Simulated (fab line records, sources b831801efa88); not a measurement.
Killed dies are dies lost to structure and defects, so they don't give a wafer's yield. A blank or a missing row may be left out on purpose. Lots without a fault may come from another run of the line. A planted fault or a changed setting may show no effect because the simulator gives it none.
fab line records | flow sky130
record lots=11 wafers=33 last_day=50
route steps=708 shown VIA2@510 METAL3@534 PAD_OPEN@708
lots that met no fault: from a run of the same line without faults
start_h: hours from the record's first day to the start of the lot's first wafer shown | wait_h: hours since the lot's step before | " the same as in the row above | L1.1+2: a row that stands for several wafers | - no value, or no start given | * or withheld: withheld | < > ~ a bound
route shown NAME@n: a module of which the file shows steps, and the number in the route of the first | usual: mean/standard deviation of fault-free wafers | same: alike in all rows | chamber/n: place in a boat | sites: the reading at each site | _std_site: their standard deviation | _edge_site: outer sites' mean less inner sites' | radius_mm: how far each site lies from the wafer's centre | mask NAME#n: copy n | behind: the tool/chamber that last shaped the wafer | hold: why the lot was held/for how many hours/how that ended | device: the transistor (n, p or np) that didn't switch | end of line: the same wafers' tests at the end of the route | a step without rows: its recipe alone | killed: dies lost to structure and defects at the first sort, not the wafer's yield | map: a wafer's dies, x killed, . not, _ none there
set.NAME: the setting as run; set.NAME@STEP: as run at that earlier step | model.NAME: the simulator's own value behind a step, which no gauge read
steps of the route over a sample of lots; a table a step, a row a wafer
services: from which hour (start_h, from the record's first day; less than 0 if before it) a tool's chamber was out of use, for how many hours, and why
## steps
# step SKY_VIA2_BOW_MEAS_03
# recipe mode=bow
# usual VIA2_BOW=88/7.2
# columns lot.wafer tool chamber start_h wait_h VIA2_BOW[um]
L919.2 film_metro-03 - 826.69 0.2 93
L919.3 " - " " 87
L919.6 " - " " 80
L921.2 film_metro-02 - 845.66 0.2 91
L921.4 " - " " 83
L921.5 " - " " 93
L924.1 film_metro-02 - 880.79 0.1 83
L924.3 " - " " 76
L924.6 " - " " 86
L926.2 film_metro-02 - 899.09 0.1 88
L926.4 " - " " 91
L926.5 " - " " 90
L930.1 film_metro-03 - 914.10 0.2 80
L930.3 " - " " 91
L930.6 " - " " 88
L929.1 film_metro-02 - 920.37 0.2 87
L929.4 " - " " 83
L929.5 " - " " 87
L931.1 film_metro-01 - 931.08 0.1 83
L931.4 " - " " 85
L931.5 " - " " 77
L937.1 film_metro-02 - 967.69 0.2 79
L937.2 " - " " 75
L937.3 " - " " 91
L939.1 film_metro-03 - 985.04 0.2 80
L939.2 " - " " 85
L939.6 " - " " 85
L941.3 film_metro-02 - 1000.03 0.1 97
L941.4 " - " " 101
L941.5 " - " " 84
L940.1 film_metro-02 - 1000.94 0.1 82
L940.3 " - " " 101
L940.5 " - " " 92
# step SKY_VIA2_CD_MEAS_12
# recipe target_cd_nm=200
# usual cd_nm=200.0/1.5
# columns lot.wafer tool chamber start_h wait_h cd_nm
L919.2 cd_sem-01 - 852.33 - 198.4
L919.3 " - " " 199.1
L919.6 " - " " 200.6
L921.2 cd_sem-01 - 871.83 - 200.3
L921.4 " - " " 198.6
L921.5 " - " " 200.2
L924.1 cd_sem-02 - 906.66 - 199.4
L924.3 " - " " 198.2
L924.6 " - " " 199.0
L926.2 cd_sem-02 - 924.23 - 199.6
L926.4 " - " " 198.8
L926.5 " - " " 199.4
L930.1 cd_sem-01 - 939.96 - 202.6
L930.3 " - " " 201.2
L930.6 " - " " 199.9
L929.1 cd_sem-02 - 944.81 - 198.9
L929.4 " - " " 197.2
L929.5 " - " " 196.8
L931.1 cd_sem-01 - 955.37 - 201.0
L931.4 " - " " 201.5
L931.5 " - " " 202.5
L937.1 cd_sem-01 - 991.36 - 198.0
L937.2 " - " " 200.1
L937.3 " - " " 198.6
L939.1 cd_sem-02 - 1008.82 - 201.6
L939.2 " - " " 199.9
L939.6 " - " " 201.0
L941.3 cd_sem-01 - 1022.90 - 201.4
L941.4 " - " " 199.6
L941.5 " - " " 199.0
L940.1 cd_sem-02 - 1023.81 - 201.3
L940.3 " - " " 200.9
L940.5 " - " " 202.5
# step SKY_VIA2_SPUTTER_20
# recipe material=TiN target_thk_nm=20 chamber_pressure_pa=5 power_w=4000 time_s=80
# usual chamber_pressure_pa=5.001/0.0094 throttle_valve_pct=29.7/1.3
# same time_s=80
# columns lot.wafer tool chamber start_h wait_h chamber_pressure_pa throttle_valve_pct
L919.2 pvd_sputter-03 - 853.21 0.0 5.003 28.3
L919.3 " - " " 4.997 30.0
L919.6 " - " " 5.000 29.5
L921.2 pvd_sputter-03 - 872.75 0.0 5.000 29.6
L921.4 " - " " 4.990 28.3
L921.5 " - " " 5.003 31.1
L924.1 pvd_sputter-01 - 907.52 0.0 5.009 29.4
L924.3 " - " " 4.992 32.1
L924.6 " - " " 4.999 28.0
L926.2 pvd_sputter-01 - 925.07 0.0 4.997 31.3
L926.4 " - " " 5.006 29.1
L926.5 " - " " 4.996 31.2
L930.1 pvd_sputter-01 - 940.82 0.0 5.010 31.1
L930.3 " - " " 4.993 28.1
L930.6 " - " " 5.010 31.3
L929.1 pvd_sputter-03 - 945.70 0.0 5.003 29.5
L929.4 " - " " 5.005 30.1
L929.5 " - " " 5.001 28.3
L931.1 pvd_sputter-01 - 956.23 0.0 5.012 30.9
L931.4 " - " " 4.993 29.2
L931.5 " - " " 5.001 31.2
L937.1 pvd_sputter-02 - 992.26 0.0 5.008 29.2
L937.2 " - " " 5.008 29.2
L937.3 " - " " 4.987 28.2
L939.1 pvd_sputter-02 - 1009.68 0.0 5.004 29.3
L939.2 " - " " 5.021 29.1
L939.6 " - " " 4.995 28.3
L941.3 pvd_sputter-03 - 1023.72 0.0 4.987 28.3
L941.4 " - " " 5.021 30.3
L941.5 " - " " 4.990 28.4
L940.1 pvd_sputter-03 - 1024.68 0.0 4.994 28.3
L940.3 " - " " 5.004 31.3
L940.5 " - " " 5.011 31.3
# step SKY_METAL3_SPUTTER_02
# recipe material=AlCu target_thk_nm=735 power_w=10600 time_s=39.1 chamber_pressure_pa=0.4
# usual chamber_pressure_pa=0.4000/0.00077 throttle_valve_pct=29.6/1
# same time_s=39.1
# columns lot.wafer tool chamber start_h wait_h chamber_pressure_pa throttle_valve_pct
L919.2 pvd_sputter-02 - 853.93 0.0 0.4015 28.0
L919.3 " - " " 0.4005 29.2
L919.6 " - " " 0.4001 29.3
L921.2 pvd_sputter-03 - 873.48 0.0 0.4001 29.4
L921.4 " - " " 0.3998 28.6
L921.5 " - " " 0.3989 30.0
L924.1 pvd_sputter-04 - 908.25 0.0 0.4003 30.4
L924.3 " - " " 0.3997 30.7
L924.6 " - " " 0.4001 30.5
L926.2 pvd_sputter-02 - 925.79 0.0 0.3983 28.2
L926.4 " - " " 0.4007 28.4
L926.5 " - " " 0.3986 28.2
L930.1 pvd_sputter-04 - 941.54 0.0 0.4006 30.4
L930.3 " - " " 0.3982 30.8
L930.6 " - " " 0.4014 31.1
L929.1 pvd_sputter-04 - 946.55 0.0 0.4007 31.1
L929.4 " - " " 0.4000 30.7
L929.5 " - " " 0.4005 29.9
L931.1 pvd_sputter-04 - 957.08 0.0 0.4000 30.3
L931.4 " - " " 0.4006 31.0
L931.5 " - " " 0.4013 28.7
L937.1 pvd_sputter-04 - 992.98 0.0 0.3991 30.3
L937.2 " - " " 0.4010 30.8
L937.3 " - " " 0.4742 27.9
L939.1 pvd_sputter-03 - 1010.40 0.0 0.4002 29.9
L939.2 " - " " 0.3999 29.4
L939.6 " - " " 0.3994 28.2
L941.3 pvd_sputter-02 - 1024.47 0.0 0.3999 29.4
L941.4 " - " " 0.4000 29.2
L941.5 " - " " 0.4005 29.1
L940.1 pvd_sputter-02 - 1025.42 0.0 0.3990 29.4
L940.3 " - " " 0.3995 28.1
L940.5 " - " " 0.3988 28.2
# step SKY_METAL3_METAL_ETCH_18
# recipe target_depth_a=8450 stop_on=SiO2 over_etch_frac=0.3 time_s=183.1 chemistry=Cl2/BCl3 resist_sidewall_deg=88 pressure_mtorr=10 icp_w=900 bias_w=48.5 Cl2_flow_sccm=60 bcl3_flow_sccm=30
# usual drypump_motor_current_A=5.7/0.37 oes_product_au=0.865/0.0077 throttle_valve_pct=22.264/0.0091
# same time_s=183.1
# columns lot.wafer tool chamber start_h wait_h drypump_motor_current_A oes_product_au rf_hours_counter_h throttle_valve_pct
L919.2 rie_metal-02 0 906.49 0.1 5.5 0.859 - 22.248
L919.3 " 0 " " 5.5 0.871 - 22.278
L919.6 " 0 " " 5.5 0.860 - 22.256
L921.2 rie_metal-02 0 926.23 0.0 5.5 0.868 11 22.264
L921.4 " 1 " " 5.8 0.875 - 22.270
L921.5 " 0 " " 5.5 0.864 - 22.281
L924.1 rie_metal-01 1 959.18 0.0 5.1 0.863 15 22.276
L924.3 " 0 " " 5.9 0.872 - 22.266
L924.6 " 1 " " 5.1 0.863 - 22.252
L926.2 rie_metal-02 1 975.53 0.0 5.8 0.868 3 22.258
L926.4 " 0 " " 5.5 0.849 - 22.272
L926.5 " 1 " " 5.8 0.849 - 22.273
L930.1 rie_metal-01 1 990.73 0.0 5.0 0.860 17 22.246
L930.3 " 0 " " 5.8 0.861 - 22.258
L930.6 " 0 " " 5.9 0.865 - 22.264
L929.1 rie_metal-02 0 995.18 0.0 5.5 0.859 15 22.277
L929.4 " 1 " " 5.8 0.857 - 22.270
L929.5 " 0 " " 5.5 0.871 - 22.263
L931.1 rie_metal-01 0 1006.13 0.0 5.9 0.859 5 22.256
L931.4 " 0 " " 5.9 0.880 - 22.270
L931.5 " 0 " " 5.9 0.872 - 22.254
L937.1 rie_metal-01 0 1040.43 0.0 5.9 0.858 7 22.277
L937.2 " 1 " " 5.1 0.851 21 22.269
L937.3 " 0 " " 5.9 0.836 - 22.249
L939.1 rie_metal-02 1 1055.86 0.0 5.8 0.849 7 22.259
L939.2 " 0 " " 5.5 0.864 19 22.274
L939.6 " 1 " " 5.8 0.866 - 22.267
L941.3 rie_metal-04 0 1068.99 0.1 6.1 0.864 - 22.264
L941.4 " 1 " " 6.4 0.854 - 22.258
L941.5 " 0 " " 6.1 0.862 - 22.247
L940.1 rie_metal-01 0 1069.98 0.0 5.8 0.866 8 22.266
L940.3 " 0 " " 5.9 0.872 - 22.268
L940.5 " 1 " " 5.1 0.876 - 22.260
# step SKY_PAD_OPEN_PROBE_99
# usual defect_limited_yield=82.5/1.9 killed_at_M0_to_M3=42/6.9 killed_at_M4_up=3.2/1.7 killed_at_contacts=25/5.1 killed_at_front_end=15/4.5 killed_at_other=0.4/0.63 killed_dies=86/9.3 killed_open=46/7 killed_short=39/6.9 sort_bin_3_pad_short=0.9/0.45 sort_bin_5_function=10.4/1.5 sort_bin_6_memory=6.3/1.1 sort_n_pass=406/9.3 sort_yield_pct=82.5/1.9
# same gross_dies=492 killed_at_back_side=0 sort_bin_4_leakage[%]=0 sort_bin_8_speed[%]=0
# columns lot.wafer tool chamber start_h wait_h defect_limited_yield[%] killed_at_M0_to_M3 killed_at_M4_up killed_at_contacts killed_at_front_end killed_at_other killed_dies killed_open killed_short sort_bin_3_pad_short[%] sort_bin_5_function[%] sort_bin_6_memory[%] sort_n_pass sort_yield_pct[%]
L930.1 prober-01 - 1149.63 0.1 81.3 48 3 27 13 1 92 44 48 1.2 10.4 7.1 400 81.3
L930.3 prober-01 - 1149.73 0.2 83.7 48 5 17 10 0 80 51 29 0.2 11.2 4.9 412 83.7
L930.6 prober-01 - 1149.88 0.2 84.8 39 1 23 12 0 75 46 29 1.2 9.8 4.3 417 84.8
L931.5 prober-01 - 1161.73 0.2 83.7 29 4 32 15 0 80 45 35 0.6 8.1 7.5 412 83.7
# killed by level:class
L930.1 VIA1:geometric_particle:open=11 VIA3:geometric_particle:open=9 METAL1:geometric_particle:short=8 LOCAL_INTERCONNECT:geometric_particle:short=7 CONTACT:geometric_particle:short=6 CONTACT:geometric_particle:open=6 LI_CONTACT:geometric_particle:open=5 VIA1:geometric_particle:short=5
L930.3 VIA1:geometric_particle:open=15 VIA2:geometric_particle:open=9 VIA1:geometric_particle:short=7 LI_CONTACT:geometric_particle:open=7 VIA3:geometric_particle:open=6 CONTACT:geometric_particle:open=4 VIA3:geometric_particle:short=4 METAL4:geometric_particle:short=4
L930.6 VIA1:geometric_particle:open=10 CONTACT:geometric_particle:open=9 VIA3:geometric_particle:open=7 LI_CONTACT:geometric_particle:open=5 VIA1:geometric_particle:short=5 FIELD_ISO:geometric_particle:short=4 CONTACT:geometric_particle:short=4 METAL2:geometric_particle:short=4
L931.5 CONTACT:geometric_particle:open=15 CONTACT:geometric_particle:short=8 FIELD_ISO:geometric_particle:short=7 VIA1:geometric_particle:open=7 VIA2:geometric_particle:open=5 LI_CONTACT:geometric_particle:open=5 VIA1:geometric_particle:short=5 FIELD_ISO:geometric_particle:open=4
## services
# columns tool chamber start_h hours kind
rie_metal-04 1 866.54 3.6 repair
rie_metal-02 - 870.71 1.4 pm
rie_metal-04 1 891.65 6.7 repair
pvd_sputter-03 - 893.67 2.5 repair
pvd_sputter-04 1 895.05 - consumable_replace:kit
pvd_sputter-04 1 895.05 18.0 scheduled_down
pvd_sputter-04 1 895.05 18.0 vent_cycle
rie_metal-02 1 903.24 - clean
rie_metal-02 1 903.24 13.2 scheduled_down
pvd_sputter-02 1 925.89 - consumable_replace:kit
pvd_sputter-02 1 925.89 18.0 scheduled_down
pvd_sputter-02 1 925.89 18.0 vent_cycle
rie_metal-01 0 951.56 3.3 repair
rie_metal-04 - 997.80 0.9 repair
pvd_sputter-01 - 1002.54 1.3 repair
rie_metal-01 0 1017.30 3.6 repair
pvd_sputter-02 0 1025.53 - consumable_replace:kit
pvd_sputter-02 0 1025.53 18.0 scheduled_down
pvd_sputter-02 0 1025.53 18.0 vent_cycle
pvd_sputter-03 3 1032.09 - consumable_replace:kit
pvd_sputter-03 3 1032.09 18.0 scheduled_down
pvd_sputter-03 3 1032.09 18.0 vent_cycle
rie_metal-01 0 1048.92 16.9 repair
pvd_sputter-02 - 1064.29 6.9 repair
## key
first_sign step=SKY_METAL3_SPUTTER_02 reading=chamber_pressure_pa direction=up sigmas=97 usual=0.4000 struck=0.4742
effect step=SKY_METAL3_METAL_ETCH_18 reading=oes_product_au direction=down sigmas=3.7 usual=0.865 struck=0.836
met_at SKY_METAL3_SPUTTER_02
struck_lots L937
struck_wafers L937.3
not_acting_at SKY_VIA2_BOW_MEAS_03,SKY_VIA2_CD_MEAS_12,SKY_VIA2_SPUTTER_20
onset_between 946.55 992.98
fault kind=process_parameter_drift tool=pvd_sputter-04 chamber=- onset_h=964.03 steps=SKY_METAL3_SPUTTER_02 channel=chamber_pressure_pa offset=0.075213 shape=step end_h=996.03 acts_in=these_recipes_only stated=0.4 scope=struck_wafers_only
